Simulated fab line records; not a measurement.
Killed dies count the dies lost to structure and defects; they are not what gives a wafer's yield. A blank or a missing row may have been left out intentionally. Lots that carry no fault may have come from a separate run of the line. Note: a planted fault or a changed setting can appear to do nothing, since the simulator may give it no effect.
Which tool is to blame? / flow sky130 / Sampling: 13 lots, 39 wafers, 2 of 708 route steps

## WHAT THE GAUGES READ, wafer by wafer
SKY_NWELL_TW_MEAS_15. Usual: NWELL_TW gives 1815 (standard deviation 9).
lot=L504; measured=day 4 15:37; on=filmMetro-03; NWELL_TW=1824 1823 1818; flag=
lot=L505; measured=day 4 23:19; on=filmMetro-01; NWELL_TW=1827 1822 1815; flag=
lot=L507; measured=day 6 05:26; on=filmMetro-02; NWELL_TW=1801 1797 1819; flag=
lot=L508; measured=day 6 14:26; on=filmMetro-01; NWELL_TW=1823 1812 1821; flag=
lot=L512; measured=day 6 23:10; on=filmMetro-03; NWELL_TW=1815 1814 1816; flag=
lot=L513; measured=day 7 03:50; on=filmMetro-01; NWELL_TW=1823 1820 1818; flag=
lot=L516; measured=day 7 19:50; on=filmMetro-03; NWELL_TW=1810 1813 1815; flag=
lot=L515; measured=day 7 20:46; on=filmMetro-03; NWELL_TW=1817 1815 1826; flag=
lot=L517; measured=day 8 04:44; on=filmMetro-01; NWELL_TW=1831 1825 1824; flag=
lot=L518; measured=day 8 08:31; on=filmMetro-02; NWELL_TW=1795 1819 1810; flag=
lot=L519; measured=day 8 13:25; on=filmMetro-02; NWELL_TW=1816 1820 1814; flag=
lot=L520; measured=day 8 18:25; on=filmMetro-01; NWELL_TW=1816 1828 1817; flag=
lot=L524; measured=day 10 00:26; on=filmMetro-03; NWELL_TW=1800 1798 1799; flag=

## WHICH TOOL RAN EACH LOT (tool, then ch and the chambers of the sampled wafers, then the start)
lot=L504; SKY_NWELL_STRIP_14=plasmaAsher-03 ch 0,1, day 4 15:31
lot=L505; SKY_NWELL_STRIP_14=plasmaAsher-01 ch 0,1, day 4 23:13
lot=L507; SKY_NWELL_STRIP_14=plasmaAsher-02 ch 0,1, day 6 05:19
lot=L508; SKY_NWELL_STRIP_14=plasmaAsher-02 ch 0,1, day 6 14:19
lot=L512; SKY_NWELL_STRIP_14=plasmaAsher-01 ch 1, day 6 23:04
lot=L513; SKY_NWELL_STRIP_14=plasmaAsher-01 ch 0,1, day 7 03:43
lot=L516; SKY_NWELL_STRIP_14=plasmaAsher-01 ch 1, day 7 19:43
lot=L515; SKY_NWELL_STRIP_14=plasmaAsher-03 ch 0,1, day 7 20:40
lot=L517; SKY_NWELL_STRIP_14=plasmaAsher-01 ch 0,1, day 8 04:39
lot=L518; SKY_NWELL_STRIP_14=plasmaAsher-02 ch 0,1, day 8 08:25
lot=L519; SKY_NWELL_STRIP_14=plasmaAsher-01 ch 0,1, day 8 13:19
lot=L520; SKY_NWELL_STRIP_14=plasmaAsher-03 ch 0,1, day 8 18:19
lot=L524; SKY_NWELL_STRIP_14=plasmaAsher-02 ch 0,1, day 10 00:20
- SKY_NWELL_STRIP_14: strips in O2/N2.

## WHAT THE TOOLS THEMSELVES READ (means of the sampled wafers that have a number; where no wafer has one, the mark that the record gives instead)
SKY_NWELL_STRIP_14. Usual: drypumpMotorCurrentA 5.88 A, standard deviation 0.27; oesProductAu 0.723 a.u., standard deviation 0.0048; stripTimeToEndpointS 36.90 s, standard deviation 0.11.
lot=L504; tool=plasmaAsher-03; drypumpMotorCurrentA (A)=5.68; oesProductAu (a.u.)=0.722; stripTimeToEndpointS (s)=37.02; flag=
lot=L505; tool=plasmaAsher-01; drypumpMotorCurrentA (A)=6.14; oesProductAu (a.u.)=0.726; stripTimeToEndpointS (s)=36.77; flag=
lot=L507; tool=plasmaAsher-02; drypumpMotorCurrentA (A)=5.80; oesProductAu (a.u.)=0.720; stripTimeToEndpointS (s)=36.85; flag=
lot=L508; tool=plasmaAsher-02; drypumpMotorCurrentA (A)=5.83; oesProductAu (a.u.)=0.725; stripTimeToEndpointS (s)=36.94; flag=
lot=L512; tool=plasmaAsher-01; drypumpMotorCurrentA (A)=5.80; oesProductAu (a.u.)=0.721; stripTimeToEndpointS (s)=36.88; flag=
lot=L513; tool=plasmaAsher-01; drypumpMotorCurrentA (A)=5.97; oesProductAu (a.u.)=0.728; stripTimeToEndpointS (s)=36.90; flag=
lot=L516; tool=plasmaAsher-01; drypumpMotorCurrentA (A)=5.79; oesProductAu (a.u.)=0.724; stripTimeToEndpointS (s)=36.83; flag=
lot=L515; tool=plasmaAsher-03; drypumpMotorCurrentA (A)=5.72; oesProductAu (a.u.)=0.723; stripTimeToEndpointS (s)=36.78; flag=
lot=L517; tool=plasmaAsher-01; drypumpMotorCurrentA (A)=6.12; oesProductAu (a.u.)=0.723; stripTimeToEndpointS (s)=36.81; flag=
lot=L518; tool=plasmaAsher-02; drypumpMotorCurrentA (A)=5.84; oesProductAu (a.u.)=0.721; stripTimeToEndpointS (s)=37.00; flag=
lot=L519; tool=plasmaAsher-01; drypumpMotorCurrentA (A)=6.13; oesProductAu (a.u.)=0.726; stripTimeToEndpointS (s)=36.98; flag=
lot=L520; tool=plasmaAsher-03; drypumpMotorCurrentA (A)=5.71; oesProductAu (a.u.)=0.716; stripTimeToEndpointS (s)=36.83; flag=
lot=L524; tool=plasmaAsher-02; drypumpMotorCurrentA (A)=5.84; oesProductAu (a.u.)=0.723; stripTimeToEndpointS (s)=37.05; flag=

## THE ANSWER, worked out from the rows above alone
Rule: take the mean of a lot's wafers that have a number; if it is more than 3 standard deviations from the usual mean, the lot is off. A lot without any number at a reading at which 4 lots or more have one is off too. The other lots that the step has rows for count as sound. First the gauges in route order, then the tools' own readings, where a lot's mean is used as printed above. The first step at which some lot is off is used, and at that step the reading that is off furthest; a lot without a number counts as furthest.
None of the lots is off at any reading shown; this tells nothing.

## WHAT THE SIMULATOR PUT IN
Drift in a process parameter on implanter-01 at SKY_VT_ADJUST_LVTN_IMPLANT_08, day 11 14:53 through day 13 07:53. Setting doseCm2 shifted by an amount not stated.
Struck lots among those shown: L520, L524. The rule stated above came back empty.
